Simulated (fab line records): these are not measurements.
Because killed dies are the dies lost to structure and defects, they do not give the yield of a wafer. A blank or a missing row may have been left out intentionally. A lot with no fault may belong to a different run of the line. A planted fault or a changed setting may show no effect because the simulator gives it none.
Split-lot experiment + flow sky130 + on a route of 708 steps: 5 lots, 23 wafers read

== THE SPLIT ITSELF ==
At SKY_VT_ADJUST_PCH_IMPLANT_08, the setting energy kev was moved away from the recipe's 10 on 10 of the 23 wafers read, by -4.8% to +2.7%. The other wafers ran this setting at the recipe's value.

The split's own step is where the reading is taken.

== THE READING ==
implant.drp nm (the simulator's own value, which no gauge read), in nm, at SKY_VT_ADJUST_PCH_IMPLANT_08. The file does not state a usual value for it.

| wafer  | tool, chamber at the split | energy kev as run | against the recipe | implant.drp nm, nm | against lot-mates on the recipe |
|--------|----------------------------|-------------------|--------------------|--------------------|---------------------------------|
| L077.2 | implanter-01, 0            | 10                | recipe             | 17.11              | -                               |
| L077.3 | implanter-01, 0            | 10                | recipe             | 17.11              | -                               |
| L077.5 | implanter-01, 0            | 10                | recipe             | 17.11              | -                               |
| L080.1 | implanter-01, 0            | 9.515             | -4.8%              | 16.53              | -0.58                           |
| L080.3 | implanter-01, 0            | 9.515             | -4.8%              | 16.53              | -0.58                           |
| L080.2 | implanter-01, 0            | 10                | recipe             | 17.11              | -                               |
| L080.5 | implanter-01, 0            | 10                | recipe             | 17.11              | -                               |
| L080.6 | implanter-01, 0            | 10                | recipe             | 17.11              | -                               |
| L081.1 | implanter-02, 0            | 9.565             | -4.4%              | 16.59              | -0.52                           |
| L081.2 | implanter-02, 0            | 9.565             | -4.4%              | 16.59              | -0.52                           |
| L081.4 | implanter-02, 0            | 9.565             | -4.4%              | 16.59              | -0.52                           |
| L081.3 | implanter-02, 0            | 10                | recipe             | 17.11              | -                               |
| L081.5 | implanter-02, 0            | 10                | recipe             | 17.11              | -                               |
| L082.2 | implanter-01, 0            | 10.27             | +2.7%              | 17.43              | +0.32                           |
| L082.3 | implanter-01, 0            | 10.27             | +2.7%              | 17.43              | +0.32                           |
| L082.4 | implanter-01, 0            | 10.27             | +2.7%              | 17.43              | +0.32                           |
| L082.5 | implanter-01, 0            | 10                | recipe             | 17.11              | -                               |
| L082.6 | implanter-01, 0            | 10                | recipe             | 17.11              | -                               |
| L084.1 | implanter-02, 0            | 10                | recipe             | 17.11              | -                               |
| L084.2 | implanter-02, 0            | 10                | recipe             | 17.11              | -                               |
| L084.6 | implanter-02, 0            | 10                | recipe             | 17.11              | -                               |
| L084.4 | implanter-02, 0            | 9.659             | -3.4%              | 16.7               | -0.41                           |
| L084.5 | implanter-02, 0            | 9.659             | -3.4%              | 16.7               | -0.41                           |

THE FIT
A straight line over all 23 wafers: implant.drp nm changes by +0.119 nm for each +1% of energy kev; r = +1.00; the points scatter about the line by 0.0011 nm.
The same after taking each lot's own level away (the mean of its wafers on the recipe; 23 wafers): +0.119 nm for each +1%; r = +1.00; scatter 0.0011 nm.
On that fit, the largest move of energy kev shifts the reading by 0.58 nm.
The lots' own levels span 17.110 to 17.110 nm.
The two slopes are in agreement: the lot-to-lot level therefore moves the slope only a little.
Check: with one of the wafers moved furthest among these (-4.8%) left out of the fit, the line predicts -0.58 nm for it against its lot-mates. Against them it came out at -0.58 nm.

== FURTHER SPLITS ON THESE WAFERS ==
Before the reading, these wafers also passed through other splits. Each is held against what the fit with the lots' levels taken away leaves over:
| other split on the same wafers         | wafers away from the commonest value | r with implant.drp nm (lot level and that fit taken away) |
|----------------------------------------|--------------------------------------|-----------------------------------------------------------|
| SKY_VT_ADJUST_HVTR_IMPLANT_09 dose cm2 | 5                                    | -0.09                                                     |

== THE WHOLE CHAIN: every reading that the file lists as answering this split, in the file's order ==
| step                         | what it does | reading                                                         | change (the file's fit)               | r (the file's) |
|------------------------------|--------------|-----------------------------------------------------------------|---------------------------------------|----------------|
| SKY_VT_ADJUST_PCH_IMPLANT_08 |              | implant.rp nm (the simulator's own value, which no gauge read)  | +0.271 nm for each +1% of the setting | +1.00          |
| SKY_VT_ADJUST_PCH_IMPLANT_08 |              | implant.drp nm (the simulator's own value, which no gauge read) | +0.12 nm for each +1% of the setting  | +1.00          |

== THE FILE'S OWN FIT ==
implant.drp nm changes by +0.12 nm for each +1% of energy kev, r = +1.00.
